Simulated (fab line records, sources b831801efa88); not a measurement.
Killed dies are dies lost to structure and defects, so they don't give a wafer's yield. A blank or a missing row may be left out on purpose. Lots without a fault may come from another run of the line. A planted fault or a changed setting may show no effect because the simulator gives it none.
A struck lot beside a sound one | flow sfq_line | 25 steps out of a route of 325
Sound: wafers L919.1, L919.3, L919.6. Struck: wafers L913.3, L913.4, L913.5. The cause comes at the end.
At each step with rows: each side's tool, then ch and its chambers, then its first start. Under that, the readings that differ: sound wafers | struck wafers | difference of the means | sigmas: that difference in standard deviations of wafers without a fault.
alike: readings whose means differ by less than 2 such deviations, and words and numbers that are the same on both sides. not compared: withheld readings, readings that some wafer has no value for, bounds like >300 that may hide the same value, and numbers for which the record gives no deviation and whose values overlap.
The two part at a step that has a row with sigmas, a row that says differs or no value, or rows on one side only. Numbers that don't overlap but have no deviation are shown without sigmas and don't part them. A reading that every wafer of one side lacks parts them only if that side has two wafers or more.

first, 6 steps without rows for these wafers: SFQ_TRILAYER_M7_LITHO_COAT_182 (resist thk 62 nm); SFQ_TRILAYER_M7_LITHO_COAT_177 (resist thk 600 nm); SFQ_TRILAYER_M7_LITHO_SOFTBAKE_181; SFQ_TRILAYER_M7_LITHO_EXPOSE_178 (exposes mask M7, target cd 500 nm); SFQ_TRILAYER_M7_LITHO_PEB_180 (peb time 60 s); SFQ_TRILAYER_M7_LITHO_DEVELOP_179 (time 60 s).
SFQ_M7_OVL_MEAS_945:
  sound on overlay-01, day 74 23:56; struck on overlay-01, day 68 21:48
  alike: M7_OVL
SFQ_TRILAYER_M7_BARC_OPEN_METAL_ETCH_229: etches BARC in O2, target depth 125 nm, time 41.7 s.
  sound on rie_metal-02 ch 0, day 74 23:59; struck on rie_metal-03 ch 0,1, day 68 21:51
  alike: drypump_motor_current_A, oes_product_au
  not compared: rf_hours_counter_h
then, 1 step without rows for these wafers: SFQ_TRILAYER_M7_ETCH_METAL_ETCH_180 (etches Nb in Cl2/Ar, stops on SiO2, target depth 240 nm, time 120 s).
SFQ_TRILAYER_M7_STRIP_STRIP_181: strips in O2.
  sound on rie_metal-02 ch 0, day 75 00:10; struck on rie_metal-03 ch 0,1, day 68 22:13
  alike: drypump_motor_current_A, oes_product_au
  not compared: rf_hours_counter_h
then, 1 step without rows for these wafers: SFQ_TRILAYER_M7_STRIP_SOLV_CLEAN_182 (cleans in NMP, time 600 s).
SFQ_TRILAYER_I7_DEP_PECVD_183: deposits SiO2 from SiH4/N2O, time 111.11 s, target thk 500 nm.
  sound on pecvd-01 ch 1,2, day 75 00:56; struck on pecvd-01 ch 0,1, day 68 22:47
  alike: heater_power_w, throttle_valve_pct
SFQ_TRILAYER_I7_CMP_CMP_184: polishes SiO2.
  sound on cmp-02 ch 0,2,3, day 75 07:16; struck on cmp-01 ch 1,3, day 69 06:49
  reading                                             | sound             | struck            | difference | sigmas
  model.SiO2_of_TRILAYER_I7_DEP_PECVD_183.thk_nm (nm) | 201.1 199.5 200.1 | 220.7 221.3 219.9 | +20.4      |
  alike: motor_current_A, platen_rpm, time_to_endpoint_s
SFQ_I7_BOW_MEAS_946:
  sound on film_metro-03, day 75 09:16; struck on film_metro-02, day 69 11:11
  reading     | sound    | struck | difference                    | sigmas
  I7_BOW (um) | 19 10 20 | - - -  | no value on the struck wafers |
SFQ_TRILAYER_I7_METRO_MEASURE_185:
  sound on film_metro-03, day 75 09:23; struck on film_metro-02, day 69 15:44
  reading     | sound             | struck            | difference | sigmas
  thk_nm (nm) | 201.0 199.6 200.3 | 220.6 221.4 219.9 | +20.3      | +23
then, 6 steps without rows for these wafers: SFQ_TRILAYER_I7_VIA_LITHO_COAT_192 (resist thk 62 nm); SFQ_TRILAYER_I7_VIA_LITHO_COAT_187 (resist thk 650 nm); SFQ_TRILAYER_I7_VIA_LITHO_SOFTBAKE_191; SFQ_TRILAYER_I7_VIA_LITHO_EXPOSE_188 (exposes mask I7, target cd 1000 nm); SFQ_TRILAYER_I7_VIA_LITHO_PEB_190 (peb time 60 s); SFQ_TRILAYER_I7_VIA_LITHO_DEVELOP_189 (time 60 s).
-- the record jumps here: 3 days lie between the struck wafers' starts before and after --
SFQ_I7_OVL_MEAS_947:
  sound on overlay-02, day 78 06:06; struck on overlay-01, day 72 10:20
  alike: I7_OVL
SFQ_TRILAYER_I7_VIA_BARC_OPEN_VIA_ETCH_260: etches BARC in O2, target depth 125 nm, time 41.7 s.
  sound on rie_diel-03 ch 0,2, day 78 06:08; struck on rie_diel-03 ch 0,1,2, day 72 10:21
  alike: drypump_motor_current_A, oes_product_au
  not compared: rf_hours_counter_h
SFQ_TRILAYER_I7_VIA_ETCH_VIA_ETCH_190: etches SiO2 in CHF3, stops on Nb, target depth 260 nm.
  sound on rie_diel-03 ch 0,2, day 78 06:11; struck on rie_diel-03 ch 0,1,2, day 72 10:23
  reading                        | sound             | struck            | difference | sigmas
  oes_product_au (a.u.)          | 0.856 0.850 0.855 | 0.901 0.900 0.902 | +0.047     | +9
  model.I7.feature_depth_nm (nm) | 201.1 199.5 200.1 | 220.7 221.3 219.9 | +20.4      |
  model.etch.depth_nm (nm)       | 201.1 199.5 200.1 | 220.7 221.3 219.9 | +20.4      |
  alike: drypump_motor_current_A
SFQ_TRILAYER_I7_VIA_STRIP_STRIP_191: strips in O2.
  sound on rie_metal-03 ch 1, day 78 06:17; struck on rie_metal-03 ch 0,1, day 72 10:43
  alike: drypump_motor_current_A, oes_product_au
  not compared: rf_hours_counter_h

WHERE THEY PART
First at SFQ_I7_BOW_MEAS_946; last, within this record, at SFQ_TRILAYER_I7_VIA_ETCH_VIA_ETCH_190. Later steps at which nothing parts them and some readings are alike: SFQ_TRILAYER_I7_VIA_STRIP_STRIP_191.

WHY: what the simulator had put in
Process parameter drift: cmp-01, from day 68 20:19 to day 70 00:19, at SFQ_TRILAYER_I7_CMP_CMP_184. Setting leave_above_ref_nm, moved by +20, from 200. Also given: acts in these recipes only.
